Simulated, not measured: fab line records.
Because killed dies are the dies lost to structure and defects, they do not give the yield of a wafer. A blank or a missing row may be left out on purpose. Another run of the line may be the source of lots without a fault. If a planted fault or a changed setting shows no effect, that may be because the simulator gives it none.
Which of the tools did it?    flow gf180mcu    13 lots, 39 wafers sampled, at 1 step of a route of 602

== WHAT THE GAUGES SHOWED, per wafer ==
GF_M3_OVL_MEAS_15. Usual: M3_OVL 1 nm, standard deviation 4.3.
lot   measured      on          M3_OVL (nm)  flag
L536  day 21 13:19  overlay-02  3 2 -5       
L537  day 21 23:58  overlay-01  5 -5 -1      
L538  day 22 03:58  overlay-01  -1 5 2       
L539  day 22 18:56  overlay-01  -3 3 9       
L540  day 23 01:31  overlay-01  -2 -2 0      
L542  day 23 14:05  overlay-01  5 3 2        
L543  day 23 19:34  overlay-01  7 0 9        
L544  day 24 09:47  overlay-01  11 7 2       
L545  day 24 12:38  overlay-01  -2 -2 3      
L546  day 24 20:13  overlay-02  2 -1 2       
L547  day 25 06:13  overlay-01  -3 -2 -4     
L555  day 27 17:11  overlay-01  -4 -3 -5     
L558  day 28 14:40  overlay-02  5 -1 6       

== EACH LOT AND THE TOOL THAT RAN IT (in order: tool; ch and the chambers of the sampled wafers; start) ==
Before these readings, the record contains no process step.

== WHAT THE TOOLS THEMSELVES READ (means of the sampled wafers that have a number; where no wafer has one, the mark that the record gives instead) ==
The record holds no such reading with a usual standard deviation.

== THE ANSWER, worked out from the rows above alone ==
Rule: a lot is off if the mean of its wafers that have a number lies more than 3 standard deviations from the usual mean. A lot without any number at a reading at which 4 lots or more have one is off too. Any other lot the step has rows for is counted as sound. After the gauges, taken in route order, come the tools' own readings; for these a lot's mean is taken, as printed above. The first step at which some lot is off is used, and at that step the reading that is off furthest; a lot without a number counts as furthest.
Nothing can be told from this: no lot is off at any reading shown.

== WHAT THE SIMULATOR HAD PUT IN ==
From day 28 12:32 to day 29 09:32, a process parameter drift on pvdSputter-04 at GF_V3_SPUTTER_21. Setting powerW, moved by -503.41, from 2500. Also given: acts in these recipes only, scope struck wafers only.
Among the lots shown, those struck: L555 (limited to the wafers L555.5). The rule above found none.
